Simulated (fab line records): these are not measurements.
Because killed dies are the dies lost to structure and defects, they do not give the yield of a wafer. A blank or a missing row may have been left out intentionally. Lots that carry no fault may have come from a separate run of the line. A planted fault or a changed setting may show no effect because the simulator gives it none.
Which tool did it? / flow sky130 / 33 wafers from 11 lots sampled at 5 of the route's 708 steps

## WHAT THE GAUGES READ, wafer by wafer
SKY_POLY_GATE_THK_MEAS_21.
lot=L404; measured=day 16 14:35; on=film metro-04; POLY_GATE_OXIDATION_THK (nm)=3.91 3.84 3.96
lot=L406; measured=day 17 13:53; on=film metro-02; POLY_GATE_OXIDATION_THK (nm)=1.90 1.83 1.83
lot=L407; measured=day 17 23:28; on=film metro-04; POLY_GATE_OXIDATION_THK (nm)=1.99 1.90 1.96
lot=L416; measured=day 21 05:35; on=film metro-03; POLY_GATE_OXIDATION_THK (nm)=3.97 4.01 4.05
lot=L418; measured=day 22 04:43; on=film metro-04; POLY_GATE_OXIDATION_THK (nm)=4.15 3.99 4.09
lot=L419; measured=day 22 07:07; on=film metro-04; POLY_GATE_OXIDATION_THK (nm)=3.93 3.97 3.89
lot=L421; measured=day 22 17:52; on=film metro-03; POLY_GATE_OXIDATION_THK (nm)=3.97 4.01 4.01
lot=L422; measured=day 23 09:10; on=film metro-03; POLY_GATE_OXIDATION_THK (nm)=4.08 3.86 3.99
lot=L423; measured=day 23 20:55; on=film metro-02; POLY_GATE_OXIDATION_THK (nm)=4.11 4.16 4.07
lot=L424; measured=day 24 02:20; on=film metro-04; POLY_GATE_OXIDATION_THK (nm)=4.17 4.15 4.10
lot=L425; measured=day 24 13:56; on=film metro-03; POLY_GATE_OXIDATION_THK (nm)=3.92 3.92 3.92

SKY_LDD_P_OVL_MEAS_08.
lot=L404; measured=day 19 03:14; on=overlay-02; LDD_P_OVL (nm)=-1.8 -0.9 -1.6
lot=L406; measured=day 20 05:20; on=overlay-02; LDD_P_OVL (nm)=-1.1 -1.1 -2.6
lot=L407; measured=day 20 14:14; on=overlay-01; LDD_P_OVL (nm)=0.1 5.1 2.3
lot=L416; measured=day 23 19:29; on=overlay-02; LDD_P_OVL (nm)=-3.1 -2.0 -2.7
lot=L418; measured=day 24 16:35; on=overlay-02; LDD_P_OVL (nm)=-1.8 -0.7 -0.1
lot=L419; measured=day 24 19:05; on=overlay-01; LDD_P_OVL (nm)=0.3 1.6 0.4
lot=L421; measured=day 25 05:41; on=overlay-02; LDD_P_OVL (nm)=-1.5 -0.2 0.4
lot=L422; measured=day 25 21:05; on=overlay-02; LDD_P_OVL (nm)=-0.1 1.5 -0.3
lot=L423; measured=day 26 08:14; on=overlay-02; LDD_P_OVL (nm)=0.3 -0.8 1.0
lot=L424; measured=day 26 13:36; on=overlay-02; LDD_P_OVL (nm)=-0.2 0.5 0.2
lot=L425; measured=day 27 00:45; on=overlay-01; LDD_P_OVL (nm)=1.1 -2.1 -0.3

SKY_SD_P_TW_MEAS_11.
lot=L404; measured=day 25 12:26; on=film metro-02; SD_P_TW=2859 2847 2845
lot=L406; measured=day 26 12:08; on=film metro-02; SD_P_TW=2851 2853 2855
lot=L407; measured=day 26 19:47; on=film metro-03; SD_P_TW=2813 2835 2845
lot=L416; measured=day 29 21:17; on=film metro-04; SD_P_TW=2830 2833 2835
lot=L418; measured=day 30 19:22; on=film metro-02; SD_P_TW=2842 2859 2855
lot=L419; measured=day 30 23:01; on=film metro-04; SD_P_TW=2822 2827 2825
lot=L421; measured=day 31 07:56; on=film metro-04; SD_P_TW=2843 2848 2854
lot=L422; measured=day 31 21:17; on=film metro-04; SD_P_TW=2837 2850 2825
lot=L423; measured=day 32 07:25; on=film metro-03; SD_P_TW=2792 2807 2805
lot=L424; measured=day 32 14:05; on=film metro-02; SD_P_TW=2836 2833 2827
lot=L425; measured=day 33 00:50; on=film metro-02; SD_P_TW=2856 2866 2864

## WHICH TOOL RAN EACH LOT (tool, then ch and the chambers of the sampled wafers, then the start)
lot=L404; SKY_POLY_GATE_ETCH_15=rie diel-02 ch 0,1, day 16 12:22; SKY_POLY_GATE_OXIDATION_20=furnace-02 ch 0, day 16 13:19
lot=L406; SKY_POLY_GATE_ETCH_15=rie diel-03 ch 0,1,3, day 17 11:04; SKY_POLY_GATE_OXIDATION_20=furnace-02 ch 0, day 17 12:38
lot=L407; SKY_POLY_GATE_ETCH_15=rie diel-02 ch 2,3, day 17 20:56; SKY_POLY_GATE_OXIDATION_20=furnace-02 ch 0, day 17 22:12
lot=L416; SKY_POLY_GATE_ETCH_15=rie diel-01 ch 0,2,3, day 21 03:53; SKY_POLY_GATE_OXIDATION_20=furnace-01 ch 0, day 21 04:19
lot=L418; SKY_POLY_GATE_ETCH_15=rie diel-01 ch 1,2, day 22 02:35; SKY_POLY_GATE_OXIDATION_20=furnace-02 ch 0, day 22 03:27
lot=L419; SKY_POLY_GATE_ETCH_15=rie diel-03 ch 1,2, day 22 05:29; SKY_POLY_GATE_OXIDATION_20=furnace-02 ch 0, day 22 05:52
lot=L421; SKY_POLY_GATE_ETCH_15=rie diel-01 ch 0,1, day 22 16:13; SKY_POLY_GATE_OXIDATION_20=furnace-02 ch 0, day 22 16:37
lot=L422; SKY_POLY_GATE_ETCH_15=rie diel-01 ch 0,2,3, day 23 07:31; SKY_POLY_GATE_OXIDATION_20=furnace-02 ch 0, day 23 07:55
lot=L423; SKY_POLY_GATE_ETCH_15=rie diel-01 ch 1,2, day 23 19:13; SKY_POLY_GATE_OXIDATION_20=furnace-02 ch 0, day 23 19:40
lot=L424; SKY_POLY_GATE_ETCH_15=rie diel-03 ch 2,3, day 24 00:40; SKY_POLY_GATE_OXIDATION_20=furnace-01 ch 0, day 24 01:04
lot=L425; SKY_POLY_GATE_ETCH_15=rie diel-01 ch 0,1,3, day 24 12:13; SKY_POLY_GATE_OXIDATION_20=furnace-02 ch 0, day 24 12:40
- SKY_POLY_GATE_ETCH_15: etches BARC in N2/H2, stops on SiO2, time 118.5 s, target depth 110 nm.
- SKY_POLY_GATE_OXIDATION_20: stabilise 600 s, purge 300 s, target thk 4 nm.

## AS READ BY THE TOOLS THEMSELVES (means over the sampled wafers that have a number; for cases with no such wafer, the mark the record gives instead)
SKY_POLY_GATE_ETCH_15.
lot=L404; tool=rie diel-02; drypump motor current A (A)=5.2; oes product au (a.u.)=0.710; throttle valve pct (%)=13.207
lot=L406; tool=rie diel-03; drypump motor current A (A)=6.0; oes product au (a.u.)=0.709; throttle valve pct (%)=13.220
lot=L407; tool=rie diel-02; drypump motor current A (A)=5.6; oes product au (a.u.)=0.715; throttle valve pct (%)=13.210
lot=L416; tool=rie diel-01; drypump motor current A (A)=5.7; oes product au (a.u.)=0.709; throttle valve pct (%)=13.217
lot=L418; tool=rie diel-01; drypump motor current A (A)=5.5; oes product au (a.u.)=0.713; throttle valve pct (%)=13.211
lot=L419; tool=rie diel-03; drypump motor current A (A)=5.8; oes product au (a.u.)=0.715; throttle valve pct (%)=13.203
lot=L421; tool=rie diel-01; drypump motor current A (A)=5.7; oes product au (a.u.)=0.712; throttle valve pct (%)=13.210
lot=L422; tool=rie diel-01; drypump motor current A (A)=5.7; oes product au (a.u.)=0.710; throttle valve pct (%)=13.212
lot=L423; tool=rie diel-01; drypump motor current A (A)=5.5; oes product au (a.u.)=0.712; throttle valve pct (%)=13.215
lot=L424; tool=rie diel-03; drypump motor current A (A)=5.8; oes product au (a.u.)=0.710; throttle valve pct (%)=13.219
lot=L425; tool=rie diel-01; drypump motor current A (A)=5.8; oes product au (a.u.)=0.711; throttle valve pct (%)=13.218

SKY_POLY_GATE_OXIDATION_20.
lot=L404; tool=furnace-02; spike tc bottom C (C)=863; spike tc centre C (C)=849.9; spike tc lower C (C)=850.1; spike tc top C (C)=859.7; spike tc upper C (C)=850.4; tube center temp C (C)=850; tube_center_temp_C_max=851.9; zone power bottom pct (%)=21.5; zone power centre pct (%)=15.4; zone power lower pct (%)=15.4; zone power top pct (%)=33.6; zone power upper pct (%)=17.29
lot=L406; tool=furnace-02; spike tc bottom C (C)=813; spike tc centre C (C)=800.0; spike tc lower C (C)=800.5; spike tc top C (C)=810.7; spike tc upper C (C)=800.1; tube center temp C (C)=799; tube_center_temp_C_max=801.7; zone power bottom pct (%)=18.8; zone power centre pct (%)=13.6; zone power lower pct (%)=13.6; zone power top pct (%)=30.4; zone power upper pct (%)=15.27
lot=L407; tool=furnace-02; spike tc bottom C (C)=813; spike tc centre C (C)=799.2; spike tc lower C (C)=800.2; spike tc top C (C)=811.6; spike tc upper C (C)=799.7; tube center temp C (C)=799; tube_center_temp_C_max=801.9; zone power bottom pct (%)=19.1; zone power centre pct (%)=13.6; zone power lower pct (%)=13.5; zone power top pct (%)=30.6; zone power upper pct (%)=15.19
lot=L416; tool=furnace-01; spike tc bottom C (C)=870; spike tc centre C (C)=849.9; spike tc lower C (C)=851.8; spike tc top C (C)=862.8; spike tc upper C (C)=851.5; tube center temp C (C)=850; tube_center_temp_C_max=852.2; zone power bottom pct (%)=23.4; zone power centre pct (%)=18.3; zone power lower pct (%)=14.7; zone power top pct (%)=27.7; zone power upper pct (%)=17.77
lot=L418; tool=furnace-02; spike tc bottom C (C)=863; spike tc centre C (C)=848.1; spike tc lower C (C)=850.1; spike tc top C (C)=860.2; spike tc upper C (C)=851.3; tube center temp C (C)=850; tube_center_temp_C_max=852.4; zone power bottom pct (%)=21.4; zone power centre pct (%)=15.3; zone power lower pct (%)=15.3; zone power top pct (%)=33.5; zone power upper pct (%)=17.23
lot=L419; tool=furnace-02; spike tc bottom C (C)=864; spike tc centre C (C)=849.5; spike tc lower C (C)=850.9; spike tc top C (C)=860.2; spike tc upper C (C)=851.2; tube center temp C (C)=850; tube_center_temp_C_max=852.2; zone power bottom pct (%)=21.4; zone power centre pct (%)=15.5; zone power lower pct (%)=15.4; zone power top pct (%)=33.4; zone power upper pct (%)=17.39
lot=L421; tool=furnace-02; spike tc bottom C (C)=862; spike tc centre C (C)=848.7; spike tc lower C (C)=850.3; spike tc top C (C)=859.5; spike tc upper C (C)=850.7; tube center temp C (C)=850; tube_center_temp_C_max=852.1; zone power bottom pct (%)=21.6; zone power centre pct (%)=15.4; zone power lower pct (%)=15.4; zone power top pct (%)=33.5; zone power upper pct (%)=17.29
lot=L422; tool=furnace-02; spike tc bottom C (C)=863; spike tc centre C (C)=849.7; spike tc lower C (C)=850.6; spike tc top C (C)=860.1; spike tc upper C (C)=849.7; tube center temp C (C)=850; tube_center_temp_C_max=852.1; zone power bottom pct (%)=21.7; zone power centre pct (%)=15.6; zone power lower pct (%)=15.2; zone power top pct (%)=33.6; zone power upper pct (%)=17.30
lot=L423; tool=furnace-02; spike tc bottom C (C)=862; spike tc centre C (C)=850.2; spike tc lower C (C)=850.6; spike tc top C (C)=859.9; spike tc upper C (C)=851.0; tube center temp C (C)=850; tube_center_temp_C_max=852.2; zone power bottom pct (%)=21.5; zone power centre pct (%)=15.6; zone power lower pct (%)=15.4; zone power top pct (%)=33.3; zone power upper pct (%)=17.33
lot=L424; tool=furnace-01; spike tc bottom C (C)=870; spike tc centre C (C)=850.0; spike tc lower C (C)=852.2; spike tc top C (C)=862.7; spike tc upper C (C)=851.4; tube center temp C (C)=850; tube_center_temp_C_max=852.0; zone power bottom pct (%)=23.4; zone power centre pct (%)=18.0; zone power lower pct (%)=14.8; zone power top pct (%)=27.5; zone power upper pct (%)=17.81
lot=L425; tool=furnace-02; spike tc bottom C (C)=863; spike tc centre C (C)=849.5; spike tc lower C (C)=851.9; spike tc top C (C)=860.7; spike tc upper C (C)=850.8; tube center temp C (C)=850; tube_center_temp_C_max=852.5; zone power bottom pct (%)=21.5; zone power centre pct (%)=15.4; zone power lower pct (%)=15.5; zone power top pct (%)=33.7; zone power upper pct (%)=17.38

## THE ANSWER, worked out from the rows above alone
Rule: the lots themselves supply what counts as usual. The widest of any qualifying gaps counts: lots, ordered by their means at a reading, are off when they make up no more than a third of the lots, leave a main group of 4 or more, and stand apart from it by 3 or more times the standard deviation of that group's means. A main group is skipped when, at the precision printed for the reading in the tables above, its means are all equal. A lot without any number at a reading at which 4 lots or more have one is off too. Where the step has rows for the other lots, those lots are counted as sound. After the gauges, taken in route order, come the tools' own readings; for these a lot's mean is taken, as printed above. At the first step where some lot is off, the reading lying furthest off is the one used; lots without a number count as furthest.
Off: L406, L407, seen at SKY_POLY_GATE_THK_MEAS_21 (POLY_GATE_OXIDATION_THK). The main group: mean 4.01 nm, standard deviation 0.081.
A tool fits if, at a process step before that reading, it ran every lot that is off, and no sound lot after the first of them. Not tried: the gauges at SKY_POLY_GATE_THK_MEAS_21; whatever is off there is also off at SKY_POLY_GATE_OXIDATION_20, on other tools, and gauge error can't account for it. Not one of the candidates tried fits.

## WHAT THE SIMULATOR HAD PUT IN
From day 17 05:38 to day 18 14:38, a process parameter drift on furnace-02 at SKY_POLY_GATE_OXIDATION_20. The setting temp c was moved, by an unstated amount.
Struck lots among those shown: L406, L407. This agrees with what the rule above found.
